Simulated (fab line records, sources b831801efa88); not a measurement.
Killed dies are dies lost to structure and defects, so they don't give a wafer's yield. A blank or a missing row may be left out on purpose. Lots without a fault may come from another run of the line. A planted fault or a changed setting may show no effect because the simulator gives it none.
Which tool did it? | flow sky130 | 13 lots, 39 wafers sampled, at 2 steps of a route of 708

WHAT THE GAUGES READ, wafer by wafer
The record holds no reading of a measuring or inspecting step that can be judged against a usual standard deviation.

WHICH TOOL RAN EACH LOT (tool, then ch and the chambers of the sampled wafers, then the start)
lot  | SKY_METAL4_STRIP_19                  | SKY_PAD_OPEN_PROBE_99
L166 | plasma_asher-02 ch 0,1, day 41 15:36 | prober-02, day 45 16:05
L167 | plasma_asher-03 ch 0,1, day 41 17:08 | prober-01, day 45 16:59
L168 | plasma_asher-02 ch 0,1, day 41 20:53 | prober-02, day 45 20:10
L169 | plasma_asher-04 ch 0,1, day 42 11:06 | prober-01, day 46 07:59
L170 | plasma_asher-03 ch 0,1, day 42 15:16 | prober-02, day 46 10:27
L176 | plasma_asher-02 ch 1, day 44 08:43   | prober-02, day 48 00:42
L178 | plasma_asher-02 ch 0,1, day 44 19:27 | prober-02, day 48 10:13
L180 | plasma_asher-04 ch 0,1, day 45 03:09 | prober-02, day 48 15:36
L186 | plasma_asher-04 ch 0,1, day 46 22:30 | prober-02, day 50 04:17
L185 | plasma_asher-03 ch 0,1, day 47 00:24 | prober-01, day 50 06:36
L187 | plasma_asher-04 ch 0,1, day 47 06:27 | prober-02, day 50 10:39
L188 | plasma_asher-04 ch 0,1, day 47 06:56 | prober-01, day 50 12:09
L189 | plasma_asher-04 ch 1, day 47 11:56   | prober-02, day 50 15:36
- SKY_METAL4_STRIP_19: strips in O2/N2.
- SKY_PAD_OPEN_PROBE_99

WHAT THE TOOLS THEMSELVES READ (means of the sampled wafers that have a number; where no wafer has one, the mark that the record gives instead)
SKY_METAL4_STRIP_19. Usual: drypump_motor_current_A 5.7 A, standard deviation 0.37; oes_product_au 0.501 a.u., standard deviation 0.0062; strip_time_to_endpoint_s 6.51 s, standard deviation 0.086.
lot  | tool            | drypump_motor_current_A (A) | oes_product_au (a.u.) | strip_time_to_endpoint_s (s) | flag
L166 | plasma_asher-02 | 5.9                         | 0.503                 | 6.54                         |
L167 | plasma_asher-03 | 5.7                         | 0.502                 | 6.48                         |
L168 | plasma_asher-02 | 5.9                         | 0.503                 | 6.47                         |
L169 | plasma_asher-04 | 5.8                         | 0.504                 | 6.60                         |
L170 | plasma_asher-03 | 5.8                         | 0.493                 | 6.39                         |
L176 | plasma_asher-02 | 5.5                         | 0.507                 | 6.64                         |
L178 | plasma_asher-02 | 5.6                         | 0.504                 | 6.54                         |
L180 | plasma_asher-04 | 5.8                         | 0.503                 | 6.48                         |
L186 | plasma_asher-04 | 5.5                         | 0.500                 | 6.48                         |
L185 | plasma_asher-03 | 5.7                         | 0.500                 | 6.45                         |
L187 | plasma_asher-04 | 5.5                         | 0.498                 | 6.49                         |
L188 | plasma_asher-04 | 5.8                         | 0.499                 | 6.48                         |
L189 | plasma_asher-04 | 5.2                         | 0.508                 | 6.64                         |

SKY_PAD_OPEN_PROBE_99. Usual: defect_limited_yield 82.5 %, standard deviation 1.9; killed_at_M0_to_M3 42, standard deviation 7.4; killed_at_M4_up 3.4, standard deviation 1.8; killed_at_contacts 25, standard deviation 5.4; killed_at_front_end 15, standard deviation 4.4; killed_at_other 0.2, standard deviation 0.52; killed_dies 86, standard deviation 9.3; killed_open 47, standard deviation 7.6; killed_short 39, standard deviation 6.5; sort_bin_3_pad_short 0.9 %, standard deviation 0.46; sort_bin_5_function 10.3 %, standard deviation 1.5; sort_bin_6_memory 6.3 %, standard deviation 1.2; sort_n_pass 406, standard deviation 9.3; sort_yield_pct 82.5 %, standard deviation 1.9.
lot  | tool      | defect_limited_yield (%) | killed_at_M0_to_M3 | killed_at_M4_up | killed_at_contacts | killed_at_front_end | killed_at_other | killed_dies | killed_open | killed_short | sort_bin_3_pad_short (%) | sort_bin_5_function (%) | sort_bin_6_memory (%) | sort_n_pass | sort_yield_pct (%) | flag
L166 | prober-02 | 81.0                     | 54                 | 2.0             | 23                 | 14                  | 0.0             | 93          | 49          | 44           | 1.3                      | 10.8                    | 6.8                   | 399         | 81.0               |
L167 | prober-01 | 82.2                     | 45                 | 3.0             | 21                 | 18                  | 0.3             | 88          | 50          | 37           | 0.8                      | 10.3                    | 6.7                   | 404         | 82.2               |
L168 | prober-02 | 83.2                     | 43                 | 3.7             | 24                 | 11                  | 0.3             | 82          | 47          | 36           | 0.5                      | 9.5                     | 6.8                   | 410         | 83.2               |
L169 | prober-01 | 84.0                     | 41                 | 5.3             | 21                 | 12                  | 0.3             | 79          | 41          | 38           | 0.7                      | 9.1                     | 6.2                   | 413         | 84.0               |
L170 | prober-02 | 83.1                     | 38                 | 4.0             | 24                 | 17                  | 0.3             | 83          | 46          | 37           | 0.7                      | 9.4                     | 6.8                   | 409         | 83.1               |
L176 | prober-02 | 72.2                     | 38                 | 67.0            | 18                 | 13                  | 0.3             | 137         | 35          | 38           | 4.4                      | 16.8                    | 6.6                   | 355         | 72.2               | OFF
L178 | prober-02 | 74.9                     | 37                 | 46.7            | 24                 | 15                  | 0.3             | 123         | 45          | 35           | 3.3                      | 16.1                    | 5.7                   | 369         | 74.9               | OFF
L180 | prober-02 | 84.1                     | 38                 | 1.3             | 25                 | 14                  | 0.0             | 78          | 44          | 35           | 0.7                      | 8.2                     | 7.0                   | 414         | 84.1               |
L186 | prober-02 | 84.2                     | 36                 | 2.7             | 27                 | 12                  | 0.3             | 78          | 42          | 36           | 0.5                      | 9.4                     | 5.8                   | 414         | 84.2               |
L185 | prober-01 | 83.2                     | 37                 | 3.0             | 27                 | 15                  | 0.7             | 83          | 41          | 41           | 1.1                      | 9.8                     | 5.9                   | 409         | 83.2               |
L187 | prober-02 | 84.4                     | 38                 | 2.3             | 22                 | 14                  | 1.0             | 77          | 42          | 35           | 0.7                      | 8.5                     | 6.3                   | 415         | 84.4               |
L188 | prober-01 | 82.0                     | 41                 | 1.3             | 29                 | 17                  | 0.0             | 88          | 43          | 45           | 0.8                      | 10.8                    | 6.4                   | 404         | 82.0               |
L189 | prober-02 | 82.2                     | 46                 | 2.0             | 22                 | 17                  | 0.3             | 88          | 48          | 40           | 1.0                      | 10.5                    | 6.4                   | 404         | 82.2               |

THE ANSWER, worked out from the rows above alone
Rule: a lot is off if the mean of its wafers that have a number lies more than 3 standard deviations from the usual mean. A lot without any number at a reading at which 4 lots or more have one is off too. The other lots that the step has rows for count as sound. The gauges are gone through in route order, then the tools' own readings, and for those a lot's mean is taken as printed above. The first step at which some lot is off is used, and at that step the reading that is off furthest; a lot without a number counts as furthest.
Off: L176, L178, at SKY_PAD_OPEN_PROBE_99 (killed_at_M4_up).
A tool fits if, at that step or a process step before it, it ran every lot that is off, and no sound lot after the first of them. One fits: plasma_asher-02 at SKY_METAL4_STRIP_19. Its last sound lot is L168 (day 41 20:53), its first lot that is off L176 (day 44 08:43): a fault that began between those two fits.

WHAT THE SIMULATOR HAD PUT IN
Chamber particle source: plasma_asher-02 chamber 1, from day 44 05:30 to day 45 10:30, at SKY_METAL4_STRIP_19. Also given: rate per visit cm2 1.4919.
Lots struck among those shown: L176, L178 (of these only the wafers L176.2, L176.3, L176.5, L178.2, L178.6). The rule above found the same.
